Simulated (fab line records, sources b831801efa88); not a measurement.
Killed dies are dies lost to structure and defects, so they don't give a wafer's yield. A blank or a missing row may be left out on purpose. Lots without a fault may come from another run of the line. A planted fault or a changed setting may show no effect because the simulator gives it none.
A struck lot beside a sound one | flow sky130 | 14 steps out of a route of 708
Sound: wafers L768.1, L768.2, L768.6. Struck: wafers L758.2, L758.3, L758.6. The cause comes at the end.
At each step with rows: each side's tool, then ch and its chambers, then its first start. Under that, the readings that differ: sound wafers | struck wafers | difference of the means | sigmas: that difference in standard deviations of wafers without a fault.
alike: readings whose means differ by less than 2 such deviations, and words and numbers that are the same on both sides. not compared: withheld readings, readings that some wafer has no value for, bounds like >300 that may hide the same value, and numbers for which the record gives no deviation and whose values overlap.
The two part at a step that has a row with sigmas, a row that says differs or no value, or rows on one side only. Numbers that don't overlap but have no deviation are shown without sigmas and don't part them. A reading that every wafer of one side lacks parts them only if that side has two wafers or more.

SKY_METAL2_SPUTTER_01: material TiN, target thk 20 nm, time 16.7 s.
  sound on pvd_sputter-01, day 39 11:14; struck on pvd_sputter-03, day 36 14:28
  reading                | sound          | struck         | difference | sigmas
  throttle_valve_pct (%) | 32.2 31.1 30.6 | 29.0 30.7 29.0 | -1.7       | -2
SKY_METAL2_SPUTTER_02: material AlCu, target thk 250 nm, time 13.79 s.
  sound on pvd_sputter-01, day 39 11:16; struck on pvd_sputter-03, day 36 14:29
  reading                | sound          | struck         | difference | sigmas
  throttle_valve_pct (%) | 32.1 31.2 30.6 | 29.2 30.6 28.9 | -1.7       | -2
SKY_METAL2_SPUTTER_03: material Ti, target thk 5 nm, time 3.3 s.
  sound on pvd_sputter-01, day 39 11:17; struck on pvd_sputter-03, day 36 14:31
  alike: throttle_valve_pct
SKY_METAL2_SPUTTER_04: material TiN, target thk 70 nm, time 58.3 s.
  sound on pvd_sputter-01, day 39 11:19; struck on pvd_sputter-03, day 36 14:32
  reading                | sound          | struck         | difference | sigmas
  throttle_valve_pct (%) | 32.2 31.1 30.6 | 29.3 30.5 28.8 | -1.8       | -2
SKY_METAL2_RS_MEAS_05: measures by four-point-probe.
  sound on film_metro-04, day 39 11:22; struck on film_metro-03, day 36 14:36
  alike: METAL2_ALCU_RS
SKY_METAL2_THK_MEAS_06: measures by xrf.
  sound on film_metro-04, day 39 11:29; struck on film_metro-03, day 36 14:43
  alike: METAL2_ALCU_THK
then, 6 steps without rows for these wafers: SKY_METAL2_DEHYDRATE_07 (time 60 s); SKY_METAL2_HMDS_08 (prime time 60 s); SKY_METAL2_COAT_09 (resist thk 60 nm); SKY_METAL2_COAT_10 (resist thk 450 nm); SKY_METAL2_SOFTBAKE_11 (time 90 s); SKY_METAL2_EXPOSE_12 (exposes mask MM2, target cd 140 nm).
SKY_METAL2_PEB_13:
  sound on litho_track-04 ch 0, day 40 11:00; struck on litho_track-03, day 37 14:00
  reading         | sound          | struck | difference                    | sigmas
  exhaust_pa (Pa) | 44.4 44.8 44.6 | - - -  | no value on the struck wafers |
  not compared: chill_plate_temp_C
then, 1 step without rows for these wafers: SKY_METAL2_DEVELOP_14 (develop time 60 s).

WHERE THEY PART
First at SKY_METAL2_SPUTTER_01; last, within this record, at SKY_METAL2_PEB_13.

WHY: what the simulator had put in
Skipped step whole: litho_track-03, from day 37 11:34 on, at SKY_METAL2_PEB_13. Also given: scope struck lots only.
